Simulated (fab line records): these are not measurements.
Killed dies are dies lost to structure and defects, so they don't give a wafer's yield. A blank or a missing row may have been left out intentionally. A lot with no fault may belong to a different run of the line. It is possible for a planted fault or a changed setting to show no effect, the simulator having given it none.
Struck lot and sound lot, side by side    flow sky130    18 steps out of a route of 708
Sound: these wafers, L547.1, L547.2, L547.4. Wafers struck: L556.4, L556.5. The cause comes at the end.
Order at every step that has rows: each side's tool, ch and its chambers, its first start. Under that, the readings that differ: sound wafers    struck wafers    difference of the means    sigmas: that difference in standard deviations of wafers without a fault.
alike: a reading whose means differ by less than 2 such deviations, as well as words and numbers matching on both sides. not compared: withheld readings; readings where some wafer has no value; bounds like >300 that might hide an equal value; numbers whose values overlap and for which the record gives no deviation.
A row with sigmas, a row that says differs or no value, or rows on one side alone: a step with any of these is where the two part. Non-overlapping numbers with no deviation appear without sigmas and do not part them. Lack of a reading on every wafer of one side parts them only where that side has two or more wafers.

first, 1 step without rows for these wafers: SKY_VT_ADJUST_PCH_IMPLANT_08.
SKY_VT_ADJUST_PCH_STRIP_09: strips in O2/N2.
  sound on plasma-asher-03 ch 0,1, day 11 11:48; struck on plasma-asher-03 ch 0,1, day 14 05:46
  alike: drypump-motor-current-A, oes-product-au, strip-time-to-endpoint-s
  not compared: rf-hours-counter-h
SKY_VT_ADJUST_PCH_TW_MEAS_10:
  sound on film-metro-02 at day 11 11:54; struck on film-metro-02 at day 14 05:52
  alike: VT_ADJUST_PCH_TW
then, 7 steps without rows for these wafers: SKY_SONOS_TUNNEL_DEHYDRATE_00 (time 60 s); SKY_SONOS_TUNNEL_HMDS_01 (prime time 60 s); SKY_SONOS_TUNNEL_COAT_02 (resist thk 1140 nm); SKY_SONOS_TUNNEL_SOFTBAKE_03 (time 60 s); SKY_SONOS_TUNNEL_EXPOSE_04 (exposes mask TUNM, target cd 410 nm); SKY_SONOS_TUNNEL_PEB_05; SKY_SONOS_TUNNEL_DEVELOP_06 (develop time 60 s).
SKY_SONOS_TUNNEL_CD_MEAS_07: the cd target is 410 nm.
  sound on cd-sem-01 at day 12 11:10; struck on cd-sem-01 at day 15 09:07
  alike: cd-nm
SKY_SONOS_TUNNEL_OVL_MEAS_08:
  sound on overlay-01 at day 12 11:17; struck on overlay-01 at day 15 09:12
  alike: SONOS_TUNNEL_OVL
SKY_SONOS_TUNNEL_IMPLANT_09:
  sound on implanter-02 ch 0, day 12 11:19; struck on implanter-03 ch 0, day 15 09:17
reading             sound              struck     difference  sigmas
beam-on-s (s)       10.11 10.12 10.17  8.13 7.41  -2.36       -11
faraday-current-uA  5.59 5.58 5.54     6.91 7.57  +1.67       +14
then, 2 steps without rows for these wafers: SKY_SONOS_TUNNEL_WET_ETCH_10 (etches SiO2 in dHF, target depth 14 nm, time 280 s); SKY_SONOS_TUNNEL_STRIP_11 (strips in SPM, time 600 s).
SKY_SONOS_TUNNEL_TW_MEAS_12:
  sound on film-metro-04 at day 12 11:44; struck on film-metro-01 at day 15 09:40
reading          sound              struck       difference  sigmas
SONOS_TUNNEL_TW  199.1 199.1 199.4  184.2 183.5  -15.3       -14
then, 1 step without rows for these wafers: SKY_SONOS_TUNNEL_CLEAN_13 (cleans in dHF, time 20 s).
-- here the record skips 33 days between the struck wafers' starts before and after, leaving off in module SONOS_TUNNEL and picking up in module PAD_OPEN (first step shown: number 708 of the route) --
SKY_PAD_OPEN_PROBE_99:
  sound on prober-01 at day 46 14:43; struck on prober-02 at day 48 17:40
reading                                  sound                    struck           difference  sigmas
model.etest.sonos-uncharged.r-on-ohm-um  818.2 805 812.6          788.1 781.4      -27.2       
model.etest.sonos-uncharged.vt-v (V)     -0.4066 -0.4512 -0.4006  -0.5125 -0.5083  -0.0909     
  alike: killed_at_M0_to_M3, killed_at_M4_up, killed-at-contacts, killed-at-front-end, killed-at-other, killed-dies, killed-open, killed-short
  not compared: model.etest.sonos-programmed.off-log10-a-um

## WHERE THEY PART
At SKY_SONOS_TUNNEL_IMPLANT_09 first; at SKY_SONOS_TUNNEL_TW_MEAS_12 last (within this record only). Later steps at which nothing parts them and some readings are alike: SKY_PAD_OPEN_PROBE_99.

WHY: what had been put in by the simulator
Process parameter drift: implanter-03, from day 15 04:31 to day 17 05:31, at SKY_SONOS_TUNNEL_IMPLANT_09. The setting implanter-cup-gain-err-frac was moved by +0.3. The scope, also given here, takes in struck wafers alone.
